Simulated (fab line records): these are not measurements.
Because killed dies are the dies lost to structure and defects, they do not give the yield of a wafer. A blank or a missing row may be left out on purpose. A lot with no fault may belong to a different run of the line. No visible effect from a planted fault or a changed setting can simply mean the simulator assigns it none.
Struck lot and sound lot, side by side    flow sky130    35 steps out of a route of 708
Sound: these wafers, L848.1, L848.2, L848.5. Struck: wafers L863.1, L863.2, L863.5. The cause comes at the end.
Each step with rows lists, per side, the tool, then ch with its chambers, then its first start. Under that, the readings that differ: sound wafers    struck wafers    difference of the means    sigmas: that difference in standard deviations of wafers without a fault.
alike: readings whose means differ by less than 2 such deviations, and words and numbers that are the same on both sides. not compared: withheld readings, readings that some wafer has no value for, bounds like >300 that may hide the same value, and numbers for which the record gives no deviation and whose values overlap.
The two part at a step that has a row with sigmas, a row that says differs or no value, or rows on one side only. Numbers that have no deviation but don't overlap get no sigmas and don't part them. Lack of a reading on every wafer of one side parts them only where that side has two or more wafers.

SKY_SD_P_CD_MEAS_07 targets a cd of 380 nm.
  sound on cd sem-02, day 26 11:56; struck on cd sem-01, day 31 08:38
  alike: cd nm
SKY_SD_P_OVL_MEAS_08:
  sound on overlay-01, day 26 12:03; struck on overlay-02, day 31 08:45
  alike: SD_P_OVL
next, for these wafers, 1 step has no rows: SKY_SD_P_IMPLANT_09.
SKY_SD_P_STRIP_10: strips in O2/N2.
  sound on plasma asher-02 ch 0,1, day 26 12:14; struck on plasma asher-02 ch 0,1, day 31 08:56
  alike: drypump motor current A, oes product au, strip time to endpoint s
  not compared: rf hours counter h
SKY_SD_P_TW_MEAS_11:
  sound on film metro-04, day 26 12:20; struck on film metro-02, day 31 09:02
  alike: SD_P_TW
then, 7 steps without rows for these wafers: SKY_RES_XHIGH_DEHYDRATE_00 (time 60 s); SKY_RES_XHIGH_HMDS_01 (prime time 60 s); SKY_RES_XHIGH_COAT_02 (resist thk 1140 nm); SKY_RES_XHIGH_SOFTBAKE_03 (time 60 s); SKY_RES_XHIGH_EXPOSE_04 (exposes mask URPM, target cd 1270 nm); SKY_RES_XHIGH_PEB_05; SKY_RES_XHIGH_DEVELOP_06 (develop time 60 s).
SKY_RES_XHIGH_IMPLANT_07:
  sound on implanter-01 ch 0, day 27 16:59; struck on implanter-03 ch 0, day 32 12:32
reading        sound                          struck                         difference  sigmas
beam on s (s)  40.2 39.6 40.5                 22.8 22.8 21.4                 -17.8       -9
dose ions cm2  3.598e+14 3.599e+14 3.599e+14  1.865e+14 1.862e+14 1.861e+14  -1.736e+14  -99 or more
SKY_RES_XHIGH_STRIP_08: strips in O2/N2.
  sound on plasma asher-03 ch 0,1, day 27 17:08; struck on plasma asher-01 ch 0,1, day 32 12:41
  alike: drypump motor current A, oes product au, strip time to endpoint s
  not compared: rf hours counter h
SKY_RES_XHIGH_TW_MEAS_09:
  sound on film metro-04, day 27 17:14; struck on film metro-03, day 32 12:47
reading       sound           struck          difference  sigmas
RES_XHIGH_TW  1638 1641 1650  1345 1345 1358  -294        -27
then, 7 steps without rows for these wafers: SKY_SD_N_DEHYDRATE_00 (time 60 s); SKY_SD_N_HMDS_01 (prime time 60 s); SKY_SD_N_COAT_02 (resist thk 1140 nm); SKY_SD_N_SOFTBAKE_03 (time 60 s); SKY_SD_N_EXPOSE_04 (exposes mask NSDM, target cd 380 nm); SKY_SD_N_PEB_05; SKY_SD_N_DEVELOP_06 (develop time 60 s).
SKY_SD_N_CD_MEAS_07 targets a cd of 380 nm.
  sound on cd sem-01, day 28 21:24; struck on cd sem-01, day 33 15:56
  alike: cd nm
SKY_SD_N_OVL_MEAS_08:
  sound on overlay-02, day 28 21:31; struck on overlay-02, day 33 16:03
  alike: SD_N_OVL
then, 2 steps without rows for these wafers: SKY_SD_N_IMPLANT_09; SKY_SD_N_IMPLANT_10.
SKY_SD_N_STRIP_11: strips in O2/N2.
  sound on plasma asher-02 ch 0,1, day 28 21:52; struck on plasma asher-03 ch 0,1, day 33 16:23
  alike: drypump motor current A, oes product au, strip time to endpoint s
  not compared: rf hours counter h
SKY_SD_N_TW_MEAS_12:
  sound on film metro-04, day 28 21:58; struck on film metro-02, day 33 16:29
  alike: SD_N_TW
then, 1 step without rows for these wafers: SKY_SD_N_CLEAN_13 (cleans in SC1/SC2, time 150 s).
SKY_SD_N_RTA_14: time 2 s.
  sound on rtp anneal-01 ch 0, day 28 22:04; struck on rtp anneal-02 ch 0, day 33 16:36
  alike: lamp power pct, wafer_temp_C_max
SKY_SD_N_RS_MEAS_16: uses a four-point probe to measure.
  sound on film metro-02, day 28 22:14; struck on film metro-02, day 33 16:46
  alike: SD_N_RS
SKY_SD_N_RS_MEAS_17: uses a four-point probe to measure.
  sound on film metro-02, day 28 22:22; struck on film metro-02, day 33 16:53
  alike: SD_P_RS
SKY_SD_N_RS_MEAS_18: uses a four-point probe to measure.
  sound on film metro-02, day 28 22:29; struck on film metro-02, day 33 17:01
reading                sound              struck             difference  sigmas
RES_XHIGH_RS (ohm/sq)  332.7 332.7 333.5  566.7 564.3 562.3  +231.5      +99 or more
then, 1 step without rows for these wafers: SKY_SALICIDE_CLEAN_00 (cleans in HF-last, time 30 s).
-- the record jumps here: 16 days lie between the struck wafers' starts before and after (it left off in module SALICIDE and takes up again in module PAD_OPEN, whose first step shown is number 708 of the route) --
SKY_PAD_OPEN_PROBE_99:
  sound on prober-01, day 46 12:18; struck on prober-01, day 50 00:31
reading                                             sound                 struck                         difference  sigmas
model.etest.res xhigh po.line ohm um                5728 5674 5563        2.565e+04 2.735e+04 2.423e+04  +2.009e+04  
model.etest.res xhigh po.rs ohm sq                  2019 1978 1946        8908 9484 8658                 +7036       
model.etest.res xhigh po.rs ohm sq range            82.72 86.8 83.75      613.8 569.6 631.2              +520.4      
model.etest.res xhigh po.rs ohm sq rim less centre  -60.85 -61.97 -68.42  511.9 373.1 369.7              +482.0      
  alike: killed_at_M0_to_M3, killed_at_M4_up, killed at contacts, killed at front end, killed at other, killed dies, killed open, killed short

WHERE THEY PART
First at SKY_RES_XHIGH_IMPLANT_07; last, within this record, at SKY_SD_N_RS_MEAS_18. Later steps at which nothing parts them and some readings are alike: SKY_PAD_OPEN_PROBE_99.

WHY: what had been put in by the simulator
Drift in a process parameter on implanter-03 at SKY_RES_XHIGH_IMPLANT_07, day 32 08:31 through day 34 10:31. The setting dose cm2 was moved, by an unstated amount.
